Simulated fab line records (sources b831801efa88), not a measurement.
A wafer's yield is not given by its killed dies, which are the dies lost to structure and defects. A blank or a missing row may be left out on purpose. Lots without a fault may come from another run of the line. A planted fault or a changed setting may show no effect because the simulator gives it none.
fab line records / flow sky130
[record] lots = 14 wafers = 42 last-day = 51
route steps=708 shown LDD_P@263 SPACER@305 SD_P@326 RES_XHIGH@341
lots with no fault: from the same line, run without faults
start-h: hours from the record's first day to the start of the lot's first wafer shown / wait-h: time in hours since the lot's previous step / " the same as in the row above / L1.1+2: one row covering several wafers at once / - either no value or no given start / * or withheld: withheld / < > ~ a bound
route shown NAME@n: NAME is a module with steps in the file, n the number in the route of the first one / usual: the fault-free wafers' mean and standard deviation / same: alike in all rows / chamber/n: place in a boat / sites: per-site readings / _std_site: how widely they spread, as a standard deviation / _edge_site: the outer-site mean with the inner-site mean subtracted / radius-mm: how far each site lies from the wafer's centre / mask NAME#n: copy n / behind: the last tool/chamber to shape the wafer / hold: reason for holding the lot/hours on hold/outcome of the hold / device: which transistor (n, p or np) failed to switch / end of line: the same wafers' tests at the end of the route / a step with no rows: only its recipe / killed: the dies lost at the first sort to structure and to defects; this is not the yield of the wafer / map: the dies of a wafer, with x for killed, . for not killed, _ for no die there
set.NAME: the setting the step ran with; set.NAME@STEP: the setting that earlier step ran with / model.NAME: the simulator's own value behind a step, which no gauge read
one table for each step of the route and one row for each wafer, over a sample of lots
[[steps]]
[step SKY_LDD_P_OVL_MEAS_08]
[usual] LDD_P_OVL = 1.5/1.4
lot.wafer=L352.2 tool=overlay-02 chamber=- start-h=446.72 wait-h=0.1 LDD_P_OVL[nm]=-0.5
lot.wafer=L352.4 tool=overlay-02 chamber=- start-h=446.72 wait-h=0.1 LDD_P_OVL[nm]=1.7
lot.wafer=L352.5 tool=overlay-02 chamber=- start-h=446.72 wait-h=0.1 LDD_P_OVL[nm]=2.1
lot.wafer=L353.1 tool=overlay-01 chamber=- start-h=460.92 wait-h=0.1 LDD_P_OVL[nm]=1.5
lot.wafer=L353.3 tool=overlay-01 chamber=- start-h=460.92 wait-h=0.1 LDD_P_OVL[nm]=0.1
lot.wafer=L353.4 tool=overlay-01 chamber=- start-h=460.92 wait-h=0.1 LDD_P_OVL[nm]=1.9
lot.wafer=L354.1 tool=overlay-02 chamber=- start-h=463.72 wait-h=0.1 LDD_P_OVL[nm]=1.5
lot.wafer=L354.4 tool=overlay-02 chamber=- start-h=463.72 wait-h=0.1 LDD_P_OVL[nm]=0.1
lot.wafer=L354.6 tool=overlay-02 chamber=- start-h=463.72 wait-h=0.1 LDD_P_OVL[nm]=0.1
lot.wafer=L355.1 tool=overlay-01 chamber=- start-h=473.84 wait-h=0.1 LDD_P_OVL[nm]=0.7
lot.wafer=L355.2 tool=overlay-01 chamber=- start-h=473.84 wait-h=0.1 LDD_P_OVL[nm]=2.0
lot.wafer=L355.6 tool=overlay-01 chamber=- start-h=473.84 wait-h=0.1 LDD_P_OVL[nm]=-0.1
lot.wafer=L356.1 tool=overlay-02 chamber=- start-h=485.69 wait-h=0.1 LDD_P_OVL[nm]=2.7
lot.wafer=L356.4 tool=overlay-02 chamber=- start-h=485.69 wait-h=0.1 LDD_P_OVL[nm]=1.3
lot.wafer=L356.6 tool=overlay-02 chamber=- start-h=485.69 wait-h=0.1 LDD_P_OVL[nm]=0.8
lot.wafer=L357.4 tool=overlay-01 chamber=- start-h=489.93 wait-h=0.1 LDD_P_OVL[nm]=3.5
lot.wafer=L357.5 tool=overlay-01 chamber=- start-h=489.93 wait-h=0.1 LDD_P_OVL[nm]=-0.2
lot.wafer=L357.6 tool=overlay-01 chamber=- start-h=489.93 wait-h=0.1 LDD_P_OVL[nm]=1.8
lot.wafer=L359.3 tool=overlay-02 chamber=- start-h=514.88 wait-h=0.1 LDD_P_OVL[nm]=0.8
lot.wafer=L359.4 tool=overlay-02 chamber=- start-h=514.88 wait-h=0.1 LDD_P_OVL[nm]=0.5
lot.wafer=L359.6 tool=overlay-02 chamber=- start-h=514.88 wait-h=0.1 LDD_P_OVL[nm]=0.9
lot.wafer=L360.1 tool=overlay-01 chamber=- start-h=524.14 wait-h=0.1 LDD_P_OVL[nm]=2.9
lot.wafer=L360.2 tool=overlay-01 chamber=- start-h=524.14 wait-h=0.1 LDD_P_OVL[nm]=0.9
lot.wafer=L360.3 tool=overlay-01 chamber=- start-h=524.14 wait-h=0.1 LDD_P_OVL[nm]=1.5
lot.wafer=L361.2 tool=overlay-01 chamber=- start-h=529.59 wait-h=0.1 LDD_P_OVL[nm]=0.9
lot.wafer=L361.3 tool=overlay-01 chamber=- start-h=529.59 wait-h=0.1 LDD_P_OVL[nm]=-0.5
lot.wafer=L361.4 tool=overlay-01 chamber=- start-h=529.59 wait-h=0.1 LDD_P_OVL[nm]=1.8
lot.wafer=L362.2 tool=overlay-01 chamber=- start-h=535.89 wait-h=0.1 LDD_P_OVL[nm]=0.4
lot.wafer=L362.3 tool=overlay-01 chamber=- start-h=535.89 wait-h=0.1 LDD_P_OVL[nm]=-1.5
lot.wafer=L362.6 tool=overlay-01 chamber=- start-h=535.89 wait-h=0.1 LDD_P_OVL[nm]=1.8
lot.wafer=L370.3 tool=overlay-01 chamber=- start-h=600.48 wait-h=0.1 LDD_P_OVL[nm]=-0.3
lot.wafer=L370.4 tool=overlay-01 chamber=- start-h=600.48 wait-h=0.1 LDD_P_OVL[nm]=2.0
lot.wafer=L370.5 tool=overlay-01 chamber=- start-h=600.48 wait-h=0.1 LDD_P_OVL[nm]=0.7
lot.wafer=L371.1 tool=overlay-02 chamber=- start-h=604.68 wait-h=0.1 LDD_P_OVL[nm]=-0.2
lot.wafer=L371.3 tool=overlay-02 chamber=- start-h=604.68 wait-h=0.1 LDD_P_OVL[nm]=0.4
lot.wafer=L371.6 tool=overlay-02 chamber=- start-h=604.68 wait-h=0.1 LDD_P_OVL[nm]=1.1
lot.wafer=L373.1 tool=overlay-01 chamber=- start-h=631.12 wait-h=0.1 LDD_P_OVL[nm]=2.8
lot.wafer=L373.4 tool=overlay-01 chamber=- start-h=631.12 wait-h=0.1 LDD_P_OVL[nm]=3.3
lot.wafer=L373.6 tool=overlay-01 chamber=- start-h=631.12 wait-h=0.1 LDD_P_OVL[nm]=1.1
lot.wafer=L375.2 tool=overlay-01 chamber=- start-h=636.08 wait-h=0.1 LDD_P_OVL[nm]=0.4
lot.wafer=L375.3 tool=overlay-01 chamber=- start-h=636.08 wait-h=0.1 LDD_P_OVL[nm]=1.0
lot.wafer=L375.6 tool=overlay-01 chamber=- start-h=636.08 wait-h=0.1 LDD_P_OVL[nm]=1.2
[step SKY_SPACER_THK_MEAS_01]
[recipe] reads = Si3N4_of_SPACER_CVD_00
[usual] SPACER_CVD_00_THK = 43.2/0.3
lot.wafer=L352.2 tool=film-metro-01 chamber=- start-h=543.28 wait-h=0.0 SPACER_CVD_00_THK[nm]=43.4
lot.wafer=L352.4 tool=film-metro-01 chamber=- start-h=543.28 wait-h=0.0 SPACER_CVD_00_THK[nm]=43.0
lot.wafer=L352.5 tool=film-metro-01 chamber=- start-h=543.28 wait-h=0.0 SPACER_CVD_00_THK[nm]=42.9
lot.wafer=L353.1 tool=film-metro-02 chamber=- start-h=555.97 wait-h=0.0 SPACER_CVD_00_THK[nm]=43.0
lot.wafer=L353.3 tool=film-metro-02 chamber=- start-h=555.97 wait-h=0.0 SPACER_CVD_00_THK[nm]=43.3
lot.wafer=L353.4 tool=film-metro-02 chamber=- start-h=555.97 wait-h=0.0 SPACER_CVD_00_THK[nm]=43.1
lot.wafer=L354.1 tool=film-metro-02 chamber=- start-h=558.22 wait-h=0.0 SPACER_CVD_00_THK[nm]=43.2
lot.wafer=L354.4 tool=film-metro-02 chamber=- start-h=558.22 wait-h=0.0 SPACER_CVD_00_THK[nm]=43.3
lot.wafer=L354.6 tool=film-metro-02 chamber=- start-h=558.22 wait-h=0.0 SPACER_CVD_00_THK[nm]=43.6
lot.wafer=L355.1 tool=film-metro-02 chamber=- start-h=572.42 wait-h=0.0 SPACER_CVD_00_THK[nm]=43.2
lot.wafer=L355.2 tool=film-metro-02 chamber=- start-h=572.42 wait-h=0.0 SPACER_CVD_00_THK[nm]=43.3
lot.wafer=L355.6 tool=film-metro-02 chamber=- start-h=572.42 wait-h=0.0 SPACER_CVD_00_THK[nm]=43.1
lot.wafer=L356.1 tool=film-metro-01 chamber=- start-h=582.37 wait-h=0.0 SPACER_CVD_00_THK[nm]=43.8
lot.wafer=L356.4 tool=film-metro-01 chamber=- start-h=582.37 wait-h=0.0 SPACER_CVD_00_THK[nm]=43.5
lot.wafer=L356.6 tool=film-metro-01 chamber=- start-h=582.37 wait-h=0.0 SPACER_CVD_00_THK[nm]=43.5
lot.wafer=L357.4 tool=film-metro-02 chamber=- start-h=584.45 wait-h=0.0 SPACER_CVD_00_THK[nm]=43.2
lot.wafer=L357.5 tool=film-metro-02 chamber=- start-h=584.45 wait-h=0.0 SPACER_CVD_00_THK[nm]=43.2
lot.wafer=L357.6 tool=film-metro-02 chamber=- start-h=584.45 wait-h=0.0 SPACER_CVD_00_THK[nm]=43.5
lot.wafer=L359.3 tool=film-metro-01 chamber=- start-h=608.99 wait-h=0.0 SPACER_CVD_00_THK[nm]=42.7
lot.wafer=L359.4 tool=film-metro-01 chamber=- start-h=608.99 wait-h=0.0 SPACER_CVD_00_THK[nm]=42.8
lot.wafer=L359.6 tool=film-metro-01 chamber=- start-h=608.99 wait-h=0.0 SPACER_CVD_00_THK[nm]=42.9
lot.wafer=L360.1 tool=film-metro-02 chamber=- start-h=618.07 wait-h=0.0 SPACER_CVD_00_THK[nm]=43.0
lot.wafer=L360.2 tool=film-metro-02 chamber=- start-h=618.07 wait-h=0.0 SPACER_CVD_00_THK[nm]=42.9
lot.wafer=L360.3 tool=film-metro-02 chamber=- start-h=618.07 wait-h=0.0 SPACER_CVD_00_THK[nm]=42.9
lot.wafer=L361.2 tool=film-metro-01 chamber=- start-h=625.82 wait-h=0.0 SPACER_CVD_00_THK[nm]=43.3
lot.wafer=L361.3 tool=film-metro-01 chamber=- start-h=625.82 wait-h=0.0 SPACER_CVD_00_THK[nm]=43.1
lot.wafer=L361.4 tool=film-metro-01 chamber=- start-h=625.82 wait-h=0.0 SPACER_CVD_00_THK[nm]=43.1
lot.wafer=L362.2 tool=film-metro-02 chamber=- start-h=629.23 wait-h=0.0 SPACER_CVD_00_THK[nm]=43.1
lot.wafer=L362.3 tool=film-metro-02 chamber=- start-h=629.23 wait-h=0.0 SPACER_CVD_00_THK[nm]=43.4
lot.wafer=L362.6 tool=film-metro-02 chamber=- start-h=629.23 wait-h=0.0 SPACER_CVD_00_THK[nm]=43.2
lot.wafer=L370.3 tool=film-metro-01 chamber=- start-h=693.55 wait-h=0.0 SPACER_CVD_00_THK[nm]=42.9
lot.wafer=L370.4 tool=film-metro-01 chamber=- start-h=693.55 wait-h=0.0 SPACER_CVD_00_THK[nm]=43.1
lot.wafer=L370.5 tool=film-metro-01 chamber=- start-h=693.55 wait-h=0.0 SPACER_CVD_00_THK[nm]=43.3
lot.wafer=L371.1 tool=film-metro-02 chamber=- start-h=698.95 wait-h=0.0 SPACER_CVD_00_THK[nm]=43.5
lot.wafer=L371.3 tool=film-metro-02 chamber=- start-h=698.95 wait-h=0.0 SPACER_CVD_00_THK[nm]=43.4
lot.wafer=L371.6 tool=film-metro-02 chamber=- start-h=698.95 wait-h=0.0 SPACER_CVD_00_THK[nm]=43.1
lot.wafer=L373.1 tool=film-metro-03 chamber=- start-h=720.62 wait-h=0.0 SPACER_CVD_00_THK[nm]=43.4
lot.wafer=L373.4 tool=film-metro-03 chamber=- start-h=720.62 wait-h=0.0 SPACER_CVD_00_THK[nm]=43.3
lot.wafer=L373.6 tool=film-metro-03 chamber=- start-h=720.62 wait-h=0.0 SPACER_CVD_00_THK[nm]=43.6
lot.wafer=L375.2 tool=film-metro-02 chamber=- start-h=725.38 wait-h=0.0 SPACER_CVD_00_THK[nm]=43.5
lot.wafer=L375.3 tool=film-metro-02 chamber=- start-h=725.38 wait-h=0.0 SPACER_CVD_00_THK[nm]=43.4
lot.wafer=L375.6 tool=film-metro-02 chamber=- start-h=725.38 wait-h=0.0 SPACER_CVD_00_THK[nm]=43.4
[step SKY_SD_P_DEVELOP_06]
[recipe] resist = NOVOLAK developer = TMAH develop-time-s = 60 dev-temp-c = 23
lot.wafer=L352.2+4+5 tool=litho-track-03 chamber=0 start-h=604.14 wait-h=0.1
lot.wafer=L353.1+3+4 tool=litho-track-03 chamber=0 start-h=616.11 wait-h=0.1
lot.wafer=L354.1+4+6 tool=litho-track-04 chamber=0 start-h=619.70 wait-h=0.1
lot.wafer=L355.1+2+6 tool=litho-track-04 chamber=0 start-h=632.95 wait-h=0.1
lot.wafer=L356.1+4+6 tool=litho-track-02 chamber=0 start-h=641.97 wait-h=0.1
lot.wafer=L357.4+5+6 tool=litho-track-02 chamber=0 start-h=643.74 wait-h=0.1
lot.wafer=L359.3+4+6 tool=litho-track-04 chamber=0 start-h=667.80 wait-h=0.1
lot.wafer=L360.1+2+3 tool=litho-track-03 chamber=0 start-h=676.96 wait-h=0.1
lot.wafer=L361.2+3+4 tool=litho-track-02 chamber=0 start-h=684.04 wait-h=0.1
lot.wafer=L362.2+3+6 tool=litho-track-04 chamber=0 start-h=687.93 wait-h=0.1
lot.wafer=L370.3+4+5 tool=litho-track-04 chamber=0 start-h=750.45 wait-h=0.1
lot.wafer=L371.1+3+6 tool=litho-track-04 chamber=0 start-h=756.45 wait-h=0.1
lot.wafer=L373.1+4+6 tool=litho-track-03 chamber=0 start-h=776.07 wait-h=0.1
lot.wafer=L375.2+3+6 tool=litho-track-03 chamber=0 start-h=780.24 wait-h=0.1
[step SKY_SD_P_TW_MEAS_11]
[usual] SD_P_TW = 2818/26
lot.wafer=L352.2 tool=film-metro-01 chamber=- start-h=604.68 wait-h=0.1 SD_P_TW=2794
lot.wafer=L352.4 tool=film-metro-01 chamber=- start-h=604.68 wait-h=0.1 SD_P_TW=2801
lot.wafer=L352.5 tool=film-metro-01 chamber=- start-h=604.68 wait-h=0.1 SD_P_TW=2789
lot.wafer=L353.1 tool=film-metro-01 chamber=- start-h=616.67 wait-h=0.1 SD_P_TW=2797
lot.wafer=L353.3 tool=film-metro-01 chamber=- start-h=616.67 wait-h=0.1 SD_P_TW=2794
lot.wafer=L353.4 tool=film-metro-01 chamber=- start-h=616.67 wait-h=0.1 SD_P_TW=2772
lot.wafer=L354.1 tool=film-metro-04 chamber=- start-h=620.26 wait-h=0.1 SD_P_TW=2841
lot.wafer=L354.4 tool=film-metro-04 chamber=- start-h=620.26 wait-h=0.1 SD_P_TW=2848
lot.wafer=L354.6 tool=film-metro-04 chamber=- start-h=620.26 wait-h=0.1 SD_P_TW=2837
lot.wafer=L355.1 tool=film-metro-03 chamber=- start-h=633.51 wait-h=0.1 SD_P_TW=2837
lot.wafer=L355.2 tool=film-metro-03 chamber=- start-h=633.51 wait-h=0.1 SD_P_TW=2821
lot.wafer=L355.6 tool=film-metro-03 chamber=- start-h=633.51 wait-h=0.1 SD_P_TW=2815
lot.wafer=L356.1 tool=film-metro-01 chamber=- start-h=642.52 wait-h=0.1 SD_P_TW=2784
lot.wafer=L356.4 tool=film-metro-01 chamber=- start-h=642.52 wait-h=0.1 SD_P_TW=2792
lot.wafer=L356.6 tool=film-metro-01 chamber=- start-h=642.52 wait-h=0.1 SD_P_TW=2781
lot.wafer=L357.4 tool=film-metro-04 chamber=- start-h=644.25 wait-h=0.1 SD_P_TW=2831
lot.wafer=L357.5 tool=film-metro-04 chamber=- start-h=644.25 wait-h=0.1 SD_P_TW=2826
lot.wafer=L357.6 tool=film-metro-04 chamber=- start-h=644.25 wait-h=0.1 SD_P_TW=2834
lot.wafer=L359.3 tool=film-metro-03 chamber=- start-h=668.33 wait-h=0.1 SD_P_TW=2815
lot.wafer=L359.4 tool=film-metro-03 chamber=- start-h=668.33 wait-h=0.1 SD_P_TW=2818
lot.wafer=L359.6 tool=film-metro-03 chamber=- start-h=668.33 wait-h=0.1 SD_P_TW=2837
lot.wafer=L360.1 tool=film-metro-01 chamber=- start-h=677.52 wait-h=0.1 SD_P_TW=2769
lot.wafer=L360.2 tool=film-metro-01 chamber=- start-h=677.52 wait-h=0.1 SD_P_TW=2783
lot.wafer=L360.3 tool=film-metro-01 chamber=- start-h=677.52 wait-h=0.1 SD_P_TW=2803
lot.wafer=L361.2 tool=film-metro-04 chamber=- start-h=684.58 wait-h=0.1 SD_P_TW=2847
lot.wafer=L361.3 tool=film-metro-04 chamber=- start-h=684.58 wait-h=0.1 SD_P_TW=2850
lot.wafer=L361.4 tool=film-metro-04 chamber=- start-h=684.58 wait-h=0.1 SD_P_TW=2858
lot.wafer=L362.2 tool=film-metro-03 chamber=- start-h=688.47 wait-h=0.1 SD_P_TW=2844
lot.wafer=L362.3 tool=film-metro-03 chamber=- start-h=688.47 wait-h=0.1 SD_P_TW=2838
lot.wafer=L362.6 tool=film-metro-03 chamber=- start-h=688.47 wait-h=0.1 SD_P_TW=2832
lot.wafer=L370.3 tool=film-metro-01 chamber=- start-h=750.98 wait-h=0.1 SD_P_TW=29
lot.wafer=L370.4 tool=film-metro-01 chamber=- start-h=750.98 wait-h=0.1 SD_P_TW=29
lot.wafer=L370.5 tool=film-metro-01 chamber=- start-h=750.98 wait-h=0.1 SD_P_TW=29
lot.wafer=L371.1 tool=film-metro-03 chamber=- start-h=757.01 wait-h=0.1 SD_P_TW=30
lot.wafer=L371.3 tool=film-metro-03 chamber=- start-h=757.01 wait-h=0.1 SD_P_TW=30
lot.wafer=L371.6 tool=film-metro-03 chamber=- start-h=757.01 wait-h=0.1 SD_P_TW=30
lot.wafer=L373.1 tool=film-metro-03 chamber=- start-h=776.62 wait-h=0.1 SD_P_TW=2837
lot.wafer=L373.4 tool=film-metro-03 chamber=- start-h=776.62 wait-h=0.1 SD_P_TW=2816
lot.wafer=L373.6 tool=film-metro-03 chamber=- start-h=776.62 wait-h=0.1 SD_P_TW=2833
lot.wafer=L375.2 tool=film-metro-01 chamber=- start-h=780.78 wait-h=0.1 SD_P_TW=2784
lot.wafer=L375.3 tool=film-metro-01 chamber=- start-h=780.78 wait-h=0.1 SD_P_TW=2787
lot.wafer=L375.6 tool=film-metro-01 chamber=- start-h=780.78 wait-h=0.1 SD_P_TW=2777
[step SKY_RES_XHIGH_TW_MEAS_09]
[usual] RES_XHIGH_TW = 1635/16
lot.wafer=L352.2 tool=film-metro-03 chamber=- start-h=634.91 wait-h=0.1 RES_XHIGH_TW=1640
lot.wafer=L352.4 tool=film-metro-03 chamber=- start-h=634.91 wait-h=0.1 RES_XHIGH_TW=1642
lot.wafer=L352.5 tool=film-metro-03 chamber=- start-h=634.91 wait-h=0.1 RES_XHIGH_TW=1632
lot.wafer=L353.1 tool=film-metro-04 chamber=- start-h=646.85 wait-h=0.1 RES_XHIGH_TW=1645
lot.wafer=L353.3 tool=film-metro-04 chamber=- start-h=646.85 wait-h=0.1 RES_XHIGH_TW=1641
lot.wafer=L353.4 tool=film-metro-04 chamber=- start-h=646.85 wait-h=0.1 RES_XHIGH_TW=1646
lot.wafer=L354.1 tool=film-metro-03 chamber=- start-h=650.15 wait-h=0.1 RES_XHIGH_TW=1633
lot.wafer=L354.4 tool=film-metro-03 chamber=- start-h=650.15 wait-h=0.1 RES_XHIGH_TW=1636
lot.wafer=L354.6 tool=film-metro-03 chamber=- start-h=650.15 wait-h=0.1 RES_XHIGH_TW=1647
lot.wafer=L355.1 tool=film-metro-03 chamber=- start-h=663.90 wait-h=0.1 RES_XHIGH_TW=1629
lot.wafer=L355.2 tool=film-metro-03 chamber=- start-h=663.90 wait-h=0.1 RES_XHIGH_TW=1630
lot.wafer=L355.6 tool=film-metro-03 chamber=- start-h=663.90 wait-h=0.1 RES_XHIGH_TW=1632
lot.wafer=L356.1 tool=film-metro-04 chamber=- start-h=672.32 wait-h=0.1 RES_XHIGH_TW=1650
lot.wafer=L356.4 tool=film-metro-04 chamber=- start-h=672.32 wait-h=0.1 RES_XHIGH_TW=1653
lot.wafer=L356.6 tool=film-metro-04 chamber=- start-h=672.32 wait-h=0.1 RES_XHIGH_TW=1646
lot.wafer=L357.4 tool=film-metro-04 chamber=- start-h=674.05 wait-h=0.1 RES_XHIGH_TW=1643
lot.wafer=L357.5 tool=film-metro-04 chamber=- start-h=674.05 wait-h=0.1 RES_XHIGH_TW=1645
lot.wafer=L357.6 tool=film-metro-04 chamber=- start-h=674.05 wait-h=0.1 RES_XHIGH_TW=1650
lot.wafer=L359.3 tool=film-metro-04 chamber=- start-h=696.72 wait-h=0.1 RES_XHIGH_TW=1636
lot.wafer=L359.4 tool=film-metro-04 chamber=- start-h=696.72 wait-h=0.1 RES_XHIGH_TW=1634
lot.wafer=L359.6 tool=film-metro-04 chamber=- start-h=696.72 wait-h=0.1 RES_XHIGH_TW=1650
lot.wafer=L360.1 tool=film-metro-03 chamber=- start-h=705.32 wait-h=0.1 RES_XHIGH_TW=1655
lot.wafer=L360.2 tool=film-metro-03 chamber=- start-h=705.32 wait-h=0.1 RES_XHIGH_TW=1657
lot.wafer=L360.3 tool=film-metro-03 chamber=- start-h=705.32 wait-h=0.1 RES_XHIGH_TW=1662
lot.wafer=L361.2 tool=film-metro-04 chamber=- start-h=712.43 wait-h=0.1 RES_XHIGH_TW=1641
lot.wafer=L361.3 tool=film-metro-04 chamber=- start-h=712.43 wait-h=0.1 RES_XHIGH_TW=1645
lot.wafer=L361.4 tool=film-metro-04 chamber=- start-h=712.43 wait-h=0.1 RES_XHIGH_TW=1641
lot.wafer=L362.2 tool=film-metro-04 chamber=- start-h=717.23 wait-h=0.1 RES_XHIGH_TW=1639
lot.wafer=L362.3 tool=film-metro-04 chamber=- start-h=717.23 wait-h=0.1 RES_XHIGH_TW=1638
lot.wafer=L362.6 tool=film-metro-04 chamber=- start-h=717.23 wait-h=0.1 RES_XHIGH_TW=1647
lot.wafer=L370.3 tool=film-metro-01 chamber=- start-h=779.14 wait-h=0.1 RES_XHIGH_TW=1616
lot.wafer=L370.4 tool=film-metro-01 chamber=- start-h=779.14 wait-h=0.1 RES_XHIGH_TW=1618
lot.wafer=L370.5 tool=film-metro-01 chamber=- start-h=779.14 wait-h=0.1 RES_XHIGH_TW=1624
lot.wafer=L371.1 tool=film-metro-04 chamber=- start-h=784.17 wait-h=0.1 RES_XHIGH_TW=1660
lot.wafer=L371.3 tool=film-metro-04 chamber=- start-h=784.17 wait-h=0.1 RES_XHIGH_TW=1643
lot.wafer=L371.6 tool=film-metro-04 chamber=- start-h=784.17 wait-h=0.1 RES_XHIGH_TW=1640
lot.wafer=L373.1 tool=film-metro-01 chamber=- start-h=803.85 wait-h=0.1 RES_XHIGH_TW=1613
lot.wafer=L373.4 tool=film-metro-01 chamber=- start-h=803.85 wait-h=0.1 RES_XHIGH_TW=1612
lot.wafer=L373.6 tool=film-metro-01 chamber=- start-h=803.85 wait-h=0.1 RES_XHIGH_TW=1608
lot.wafer=L375.2 tool=film-metro-03 chamber=- start-h=808.36 wait-h=0.1 RES_XHIGH_TW=1632
lot.wafer=L375.3 tool=film-metro-03 chamber=- start-h=808.36 wait-h=0.1 RES_XHIGH_TW=1644
lot.wafer=L375.6 tool=film-metro-03 chamber=- start-h=808.36 wait-h=0.1 RES_XHIGH_TW=1644
[[key]]
[first-sign] step = SKY_SD_P_TW_MEAS_11 reading = SD_P_TW direction = down sigmas = 99+ usual = 2818 struck = 30
effect none on later readings
met-at SKY_SD_P_DEVELOP_06
struck-lots L370,L371
sort-left-out L370.3,L370.4,L370.5,L371.1,L371.3,L371.6
tester-left-out L370,L371
not-acting-at SKY_LDD_P_OVL_MEAS_08,SKY_SPACER_THK_MEAS_01,SKY_RES_XHIGH_TW_MEAS_09
onset-between 687.93 750.45
[fault] kind = process-parameter-drift tool = litho-track-04 chamber = - onset-h = 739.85 steps = SKY_SD_P_DEVELOP_06 channel = develop-time-s offset = * shape = step end-h = 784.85 acts-in = * stated = *
// tester-left-out: of these lots the tester's yield and bins aren't shown, on N5 and GAA mostly nor the transistor test; their killed dies are dies lost to structure and defects alone, not to doping, threshold or leakage, so they don't give the yield
// sort-left-out: the simulated sort isn't trusted on such a fault, so these wafers' sort isn't shown, and their yield isn't known
